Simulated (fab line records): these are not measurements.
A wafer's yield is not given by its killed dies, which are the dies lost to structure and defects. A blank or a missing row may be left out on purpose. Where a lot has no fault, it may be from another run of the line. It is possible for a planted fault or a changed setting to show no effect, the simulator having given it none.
Which of the tools did it? || flow gf180mcu || 15 lots, 45 wafers sampled, at 7 steps of a route of 602

WHAT THE GAUGES SHOWED, per wafer
GF_VT_IMPLANT_RS_MEAS_46: measures by four-point-probe.
{"lot": "L892", "measured": "day 8 01:25", "on": "film metro-03", "MVSD_RS (ohm/sq)": "458.7 458.3 457.0"}
{"lot": "L896", "measured": "day 8 19:47", "on": "film metro-02", "MVSD_RS (ohm/sq)": "457.0 457.4 456.9"}
{"lot": "L898", "measured": "day 9 11:33", "on": "film metro-03", "MVSD_RS (ohm/sq)": "454.9 455.5 454.7"}
{"lot": "L899", "measured": "day 9 16:07", "on": "film metro-03", "MVSD_RS (ohm/sq)": "132.7 132.4 132.8"}
{"lot": "L900", "measured": "day 10 00:02", "on": "film metro-02", "MVSD_RS (ohm/sq)": "132.9 133.0 133.1"}
{"lot": "L901", "measured": "day 10 05:43", "on": "film metro-01", "MVSD_RS (ohm/sq)": "133.1 133.1 133.1"}
{"lot": "L906", "measured": "day 11 15:31", "on": "film metro-01", "MVSD_RS (ohm/sq)": "456.3 457.3 456.7"}
{"lot": "L907", "measured": "day 12 00:11", "on": "film metro-01", "MVSD_RS (ohm/sq)": "456.4 454.9 455.5"}
{"lot": "L908", "measured": "day 12 05:12", "on": "film metro-01", "MVSD_RS (ohm/sq)": "458.5 457.6 459.8"}
{"lot": "L909", "measured": "day 12 10:46", "on": "film metro-02", "MVSD_RS (ohm/sq)": "456.6 456.7 457.3"}
{"lot": "L910", "measured": "day 12 20:11", "on": "film metro-01", "MVSD_RS (ohm/sq)": "457.5 456.4 457.0"}
{"lot": "L911", "measured": "day 13 01:23", "on": "film metro-03", "MVSD_RS (ohm/sq)": "455.4 455.2 454.2"}
{"lot": "L912", "measured": "day 13 09:58", "on": "film metro-01", "MVSD_RS (ohm/sq)": "456.1 457.0 456.4"}
{"lot": "L913", "measured": "day 13 15:24", "on": "film metro-01", "MVSD_RS (ohm/sq)": "458.0 458.4 457.6"}
{"lot": "L914", "measured": "day 13 21:35", "on": "film metro-02", "MVSD_RS (ohm/sq)": "455.0 455.8 456.0"}

GF_VT_IMPLANT_RS_MEAS_47: measures by four-point-probe.
{"lot": "L892", "measured": "day 8 01:32", "on": "film metro-03", "NWELL_RS (ohm/sq)": "488.1 485.9 486.7"}
{"lot": "L896", "measured": "day 8 19:54", "on": "film metro-02", "NWELL_RS (ohm/sq)": "487.6 487.6 489.1"}
{"lot": "L898", "measured": "day 9 11:40", "on": "film metro-03", "NWELL_RS (ohm/sq)": "486.6 486.8 488.3"}
{"lot": "L899", "measured": "day 9 16:14", "on": "film metro-03", "NWELL_RS (ohm/sq)": "132.7 132.9 132.5"}
{"lot": "L900", "measured": "day 10 00:10", "on": "film metro-02", "NWELL_RS (ohm/sq)": "133.0 132.8 132.7"}
{"lot": "L901", "measured": "day 10 05:50", "on": "film metro-01", "NWELL_RS (ohm/sq)": "132.9 133.1 132.8"}
{"lot": "L906", "measured": "day 11 15:38", "on": "film metro-01", "NWELL_RS (ohm/sq)": "490.0 489.8 488.6"}
{"lot": "L907", "measured": "day 12 00:19", "on": "film metro-01", "NWELL_RS (ohm/sq)": "488.0 488.0 486.6"}
{"lot": "L908", "measured": "day 12 05:19", "on": "film metro-01", "NWELL_RS (ohm/sq)": "489.3 489.3 489.1"}
{"lot": "L909", "measured": "day 12 10:53", "on": "film metro-02", "NWELL_RS (ohm/sq)": "486.6 485.2 487.1"}
{"lot": "L910", "measured": "day 12 20:19", "on": "film metro-01", "NWELL_RS (ohm/sq)": "489.9 490.2 491.1"}
{"lot": "L911", "measured": "day 13 01:31", "on": "film metro-03", "NWELL_RS (ohm/sq)": "487.0 486.4 486.9"}
{"lot": "L912", "measured": "day 13 10:05", "on": "film metro-01", "NWELL_RS (ohm/sq)": "488.8 490.0 488.0"}
{"lot": "L913", "measured": "day 13 15:31", "on": "film metro-01", "NWELL_RS (ohm/sq)": "489.6 488.4 487.5"}
{"lot": "L914", "measured": "day 13 21:43", "on": "film metro-02", "NWELL_RS (ohm/sq)": "488.2 488.1 487.4"}

GF_VT_IMPLANT_RS_MEAS_48: measures by four-point-probe.
{"lot": "L892", "measured": "day 8 01:39", "on": "film metro-03", "LVPWELL_RS (ohm/sq)": "1198 1197 1195"}
{"lot": "L896", "measured": "day 8 20:01", "on": "film metro-02", "LVPWELL_RS (ohm/sq)": "1195 1199 1193"}
{"lot": "L898", "measured": "day 9 11:47", "on": "film metro-03", "LVPWELL_RS (ohm/sq)": "1198 1196 1197"}
{"lot": "L899", "measured": "day 9 16:21", "on": "film metro-03", "LVPWELL_RS (ohm/sq)": "133 133 133"}
{"lot": "L900", "measured": "day 10 00:17", "on": "film metro-02", "LVPWELL_RS (ohm/sq)": "133 133 133"}
{"lot": "L901", "measured": "day 10 05:57", "on": "film metro-01", "LVPWELL_RS (ohm/sq)": "133 133 133"}
{"lot": "L906", "measured": "day 11 15:46", "on": "film metro-01", "LVPWELL_RS (ohm/sq)": "1202 1204 1200"}
{"lot": "L907", "measured": "day 12 00:26", "on": "film metro-01", "LVPWELL_RS (ohm/sq)": "1195 1196 1193"}
{"lot": "L908", "measured": "day 12 05:26", "on": "film metro-01", "LVPWELL_RS (ohm/sq)": "1198 1198 1198"}
{"lot": "L909", "measured": "day 12 11:00", "on": "film metro-02", "LVPWELL_RS (ohm/sq)": "1189 1196 1193"}
{"lot": "L910", "measured": "day 12 20:26", "on": "film metro-01", "LVPWELL_RS (ohm/sq)": "1196 1193 1193"}
{"lot": "L911", "measured": "day 13 01:38", "on": "film metro-03", "LVPWELL_RS (ohm/sq)": "1191 1191 1195"}
{"lot": "L912", "measured": "day 13 10:12", "on": "film metro-01", "LVPWELL_RS (ohm/sq)": "1202 1194 1200"}
{"lot": "L913", "measured": "day 13 15:38", "on": "film metro-01", "LVPWELL_RS (ohm/sq)": "1196 1197 1195"}
{"lot": "L914", "measured": "day 13 21:50", "on": "film metro-02", "LVPWELL_RS (ohm/sq)": "1195 1194 1196"}

GF_M2_RS_MEAS_05: measures by four-point-probe.
{"lot": "L892", "measured": "day 18 18:58", "on": "film metro-01", "M2_ALCU_RS (ohm/sq)": "0.0698 0.0694 0.0688"}
{"lot": "L896", "measured": "day 20 00:42", "on": "film metro-04", "M2_ALCU_RS (ohm/sq)": "0.0705 0.0696 0.0693"}
{"lot": "L898", "measured": "day 20 21:43", "on": "film metro-01", "M2_ALCU_RS (ohm/sq)": "0.0706 0.0697 0.0698"}
{"lot": "L906", "measured": "day 23 16:57", "on": "film metro-02", "M2_ALCU_RS (ohm/sq)": "0.0679 0.0685 0.0686"}
{"lot": "L907", "measured": "day 24 01:47", "on": "film metro-02", "M2_ALCU_RS (ohm/sq)": "0.0691 0.0688 0.0692"}
{"lot": "L908", "measured": "day 24 08:04", "on": "film metro-01", "M2_ALCU_RS (ohm/sq)": "0.0699 0.0699 0.0704"}
{"lot": "L909", "measured": "day 24 11:41", "on": "film metro-02", "M2_ALCU_RS (ohm/sq)": "0.0694 0.0696 0.0692"}
{"lot": "L910", "measured": "day 25 02:35", "on": "film metro-02", "M2_ALCU_RS (ohm/sq)": "0.0701 0.0706 0.0706"}
{"lot": "L911", "measured": "day 25 05:34", "on": "film metro-01", "M2_ALCU_RS (ohm/sq)": "0.0708 0.0704 0.0703"}
{"lot": "L912", "measured": "day 25 14:53", "on": "film metro-01", "M2_ALCU_RS (ohm/sq)": "0.0693 0.0702 0.0693"}
{"lot": "L913", "measured": "day 25 19:16", "on": "film metro-01", "M2_ALCU_RS (ohm/sq)": "0.0705 0.0703 0.0696"}
{"lot": "L914", "measured": "day 26 04:03", "on": "film metro-02", "M2_ALCU_RS (ohm/sq)": "0.0688 0.0689 0.0687"}

GF_V2_OVL_MEAS_15.
{"lot": "L892", "measured": "day 20 21:07", "on": "overlay-02", "V2_OVL (nm)": "-6 -5 -1"}
{"lot": "L896", "measured": "day 22 01:52", "on": "overlay-02", "V2_OVL (nm)": "-2 -1 0"}
{"lot": "L898", "measured": "day 22 21:43", "on": "overlay-01", "V2_OVL (nm)": "2 12 8"}
{"lot": "L906", "measured": "day 25 14:28", "on": "overlay-01", "V2_OVL (nm)": "-4 0 3"}
{"lot": "L907", "measured": "day 25 23:01", "on": "overlay-02", "V2_OVL (nm)": "0 9 2"}
{"lot": "L908", "measured": "day 26 05:06", "on": "overlay-01", "V2_OVL (nm)": "-3 -3 -1"}
{"lot": "L909", "measured": "day 26 08:12", "on": "overlay-02", "V2_OVL (nm)": "3 4 1"}
{"lot": "L910", "measured": "day 26 23:10", "on": "overlay-02", "V2_OVL (nm)": "-7 1 0"}
{"lot": "L911", "measured": "day 27 01:36", "on": "overlay-02", "V2_OVL (nm)": "-1 4 2"}
{"lot": "L912", "measured": "day 27 10:37", "on": "overlay-01", "V2_OVL (nm)": "2 5 5"}
{"lot": "L913", "measured": "day 27 12:46", "on": "overlay-01", "V2_OVL (nm)": "-1 -7 -2"}
{"lot": "L914", "measured": "day 27 22:06", "on": "overlay-01", "V2_OVL (nm)": "-2 -3 2"}

WHAT TOOL EACH LOT RAN ON (gives the tool, then ch and the chambers of the sampled wafers, and finally the start)
{"lot": "L892", "GF_VT_IMPLANT_RTA_45": "rtp anneal-02 ch 0, day 8 01:19", "GF_M2_SPUTTER_04": "pvd sputter-02, day 18 18:55"}
{"lot": "L896", "GF_VT_IMPLANT_RTA_45": "rtp anneal-01 ch 0, day 8 19:40", "GF_M2_SPUTTER_04": "pvd sputter-02, day 20 00:37"}
{"lot": "L898", "GF_VT_IMPLANT_RTA_45": "rtp anneal-02 ch 0, day 9 11:27", "GF_M2_SPUTTER_04": "pvd sputter-02, day 20 21:41"}
{"lot": "L899", "GF_VT_IMPLANT_RTA_45": "rtp anneal-02, day 9 16:00", "GF_M2_SPUTTER_04": "-"}
{"lot": "L900", "GF_VT_IMPLANT_RTA_45": "rtp anneal-01, day 9 23:56", "GF_M2_SPUTTER_04": "-"}
{"lot": "L901", "GF_VT_IMPLANT_RTA_45": "rtp anneal-01, day 10 05:37", "GF_M2_SPUTTER_04": "-"}
{"lot": "L906", "GF_VT_IMPLANT_RTA_45": "rtp anneal-02 ch 0, day 11 15:25", "GF_M2_SPUTTER_04": "pvd sputter-02, day 23 16:53"}
{"lot": "L907", "GF_VT_IMPLANT_RTA_45": "rtp anneal-02 ch 0, day 12 00:05", "GF_M2_SPUTTER_04": "pvd sputter-04, day 24 01:45"}
{"lot": "L908", "GF_VT_IMPLANT_RTA_45": "rtp anneal-02 ch 0, day 12 05:06", "GF_M2_SPUTTER_04": "pvd sputter-04, day 24 08:02"}
{"lot": "L909", "GF_VT_IMPLANT_RTA_45": "rtp anneal-01 ch 0, day 12 10:40", "GF_M2_SPUTTER_04": "pvd sputter-02, day 24 11:38"}
{"lot": "L910", "GF_VT_IMPLANT_RTA_45": "rtp anneal-01 ch 0, day 12 20:05", "GF_M2_SPUTTER_04": "pvd sputter-02, day 25 02:32"}
{"lot": "L911", "GF_VT_IMPLANT_RTA_45": "rtp anneal-01 ch 0, day 13 01:17", "GF_M2_SPUTTER_04": "pvd sputter-02, day 25 05:32"}
{"lot": "L912", "GF_VT_IMPLANT_RTA_45": "rtp anneal-01 ch 0, day 13 09:52", "GF_M2_SPUTTER_04": "pvd sputter-02, day 25 14:50"}
{"lot": "L913", "GF_VT_IMPLANT_RTA_45": "rtp anneal-01 ch 0, day 13 15:18", "GF_M2_SPUTTER_04": "pvd sputter-04, day 25 19:13"}
{"lot": "L914", "GF_VT_IMPLANT_RTA_45": "rtp anneal-01 ch 0, day 13 21:29", "GF_M2_SPUTTER_04": "pvd sputter-03, day 26 04:01"}
- GF_VT_IMPLANT_RTA_45: time 30 s.
- GF_M2_SPUTTER_04: material TiN, target thk 50 nm, time 41.7 s.

AS READ BY THE TOOLS THEMSELVES (means over the sampled wafers that have a number; for cases with no such wafer, the mark the record gives instead)
GF_VT_IMPLANT_RTA_45.
{"lot": "L892", "tool": "rtp anneal-02", "anneal temp c max": 1055.7, "chamber o2 ppm": 2.003, "lamp power pct (%)": 32.9, "wafer_temp_C_max": 1056.1}
{"lot": "L896", "tool": "rtp anneal-01", "anneal temp c max": 1056.3, "chamber o2 ppm": 1.976, "lamp power pct (%)": 37.6, "wafer_temp_C_max": 1053.2}
{"lot": "L898", "tool": "rtp anneal-02", "anneal temp c max": 1055.7, "chamber o2 ppm": 2.006, "lamp power pct (%)": 32.9, "wafer_temp_C_max": 1057.0}
{"lot": "L899", "tool": "rtp anneal-02", "anneal temp c max": "-", "chamber o2 ppm": "-", "lamp power pct (%)": "-", "wafer_temp_C_max": "-"}
{"lot": "L900", "tool": "rtp anneal-01", "anneal temp c max": "-", "chamber o2 ppm": "-", "lamp power pct (%)": "-", "wafer_temp_C_max": "-"}
{"lot": "L901", "tool": "rtp anneal-01", "anneal temp c max": "-", "chamber o2 ppm": "-", "lamp power pct (%)": "-", "wafer_temp_C_max": "-"}
{"lot": "L906", "tool": "rtp anneal-02", "anneal temp c max": 1056.7, "chamber o2 ppm": 1.985, "lamp power pct (%)": 32.9, "wafer_temp_C_max": 1057.1}
{"lot": "L907", "tool": "rtp anneal-02", "anneal temp c max": 1056.8, "chamber o2 ppm": 1.992, "lamp power pct (%)": 32.9, "wafer_temp_C_max": 1056.8}
{"lot": "L908", "tool": "rtp anneal-02", "anneal temp c max": 1056.1, "chamber o2 ppm": 1.991, "lamp power pct (%)": 32.9, "wafer_temp_C_max": 1054.8}
{"lot": "L909", "tool": "rtp anneal-01", "anneal temp c max": 1055.9, "chamber o2 ppm": 2.006, "lamp power pct (%)": 37.6, "wafer_temp_C_max": 1053.0}
{"lot": "L910", "tool": "rtp anneal-01", "anneal temp c max": 1057.0, "chamber o2 ppm": 2.015, "lamp power pct (%)": 37.6, "wafer_temp_C_max": 1053.1}
{"lot": "L911", "tool": "rtp anneal-01", "anneal temp c max": 1056.6, "chamber o2 ppm": 1.997, "lamp power pct (%)": 37.6, "wafer_temp_C_max": 1054.3}
{"lot": "L912", "tool": "rtp anneal-01", "anneal temp c max": 1056.1, "chamber o2 ppm": 1.981, "lamp power pct (%)": 37.6, "wafer_temp_C_max": 1053.1}
{"lot": "L913", "tool": "rtp anneal-01", "anneal temp c max": 1055.6, "chamber o2 ppm": 2.031, "lamp power pct (%)": 37.7, "wafer_temp_C_max": 1052.9}
{"lot": "L914", "tool": "rtp anneal-01", "anneal temp c max": 1056.9, "chamber o2 ppm": 2.000, "lamp power pct (%)": 37.6, "wafer_temp_C_max": 1053.5}

GF_M2_SPUTTER_04.
{"lot": "L892", "tool": "pvd sputter-02", "cathode dc power W (W)": 6500.5, "throttle valve pct (%)": 30.6}
{"lot": "L896", "tool": "pvd sputter-02", "cathode dc power W (W)": 6499.3, "throttle valve pct (%)": 30.8}
{"lot": "L898", "tool": "pvd sputter-02", "cathode dc power W (W)": 6499.1, "throttle valve pct (%)": 30.3}
{"lot": "L906", "tool": "pvd sputter-02", "cathode dc power W (W)": 6499.8, "throttle valve pct (%)": 30.5}
{"lot": "L907", "tool": "pvd sputter-04", "cathode dc power W (W)": 6500.6, "throttle valve pct (%)": 29.5}
{"lot": "L908", "tool": "pvd sputter-04", "cathode dc power W (W)": 6500.0, "throttle valve pct (%)": 29.6}
{"lot": "L909", "tool": "pvd sputter-02", "cathode dc power W (W)": 6500.5, "throttle valve pct (%)": 30.9}
{"lot": "L910", "tool": "pvd sputter-02", "cathode dc power W (W)": 6499.2, "throttle valve pct (%)": 30.4}
{"lot": "L911", "tool": "pvd sputter-02", "cathode dc power W (W)": 6500.8, "throttle valve pct (%)": 30.9}
{"lot": "L912", "tool": "pvd sputter-02", "cathode dc power W (W)": 6500.1, "throttle valve pct (%)": 30.6}
{"lot": "L913", "tool": "pvd sputter-04", "cathode dc power W (W)": 6499.6, "throttle valve pct (%)": 30.6}
{"lot": "L914", "tool": "pvd sputter-03", "cathode dc power W (W)": 6500.5, "throttle valve pct (%)": 29.4}

THE ANSWER, worked out from the rows above alone
Rule: usual is defined by the lots themselves. Put in order of their means at a reading, lots are off if they are a third of the lots or fewer, leave a main group of 4 or more, and stand apart from it by a gap of 3 or more times the standard deviation of the main group's means; of several such gaps the widest counts. The tables above print the reading to a certain number of digits; a main group whose means all agree to those digits is not used. A lot without any number at a reading at which 4 lots or more have one is off too. Any other lot the step has rows for is counted as sound. After the gauges, taken in route order, come the tools' own readings; for these a lot's mean is taken, as printed above. The first step at which some lot is off is used, and at that step the reading that is off furthest; a lot without a number counts as furthest.
Off: L899, L900, L901, seen at GF_VT_IMPLANT_RS_MEAS_46 (MVSD_RS). Main group: mean 456.7 ohm/sq, sd 1.1.
A tool fits if, at a process step before that reading, it ran every lot that is off, and no sound lot after the first of them. Not tried: the gauges at GF_VT_IMPLANT_RS_MEAS_46; whatever is off there is also off at GF_VT_IMPLANT_RTA_45, on other tools, and gauge error can't account for it. None of those tried fits.

WHAT THE SIMULATOR PUT IN
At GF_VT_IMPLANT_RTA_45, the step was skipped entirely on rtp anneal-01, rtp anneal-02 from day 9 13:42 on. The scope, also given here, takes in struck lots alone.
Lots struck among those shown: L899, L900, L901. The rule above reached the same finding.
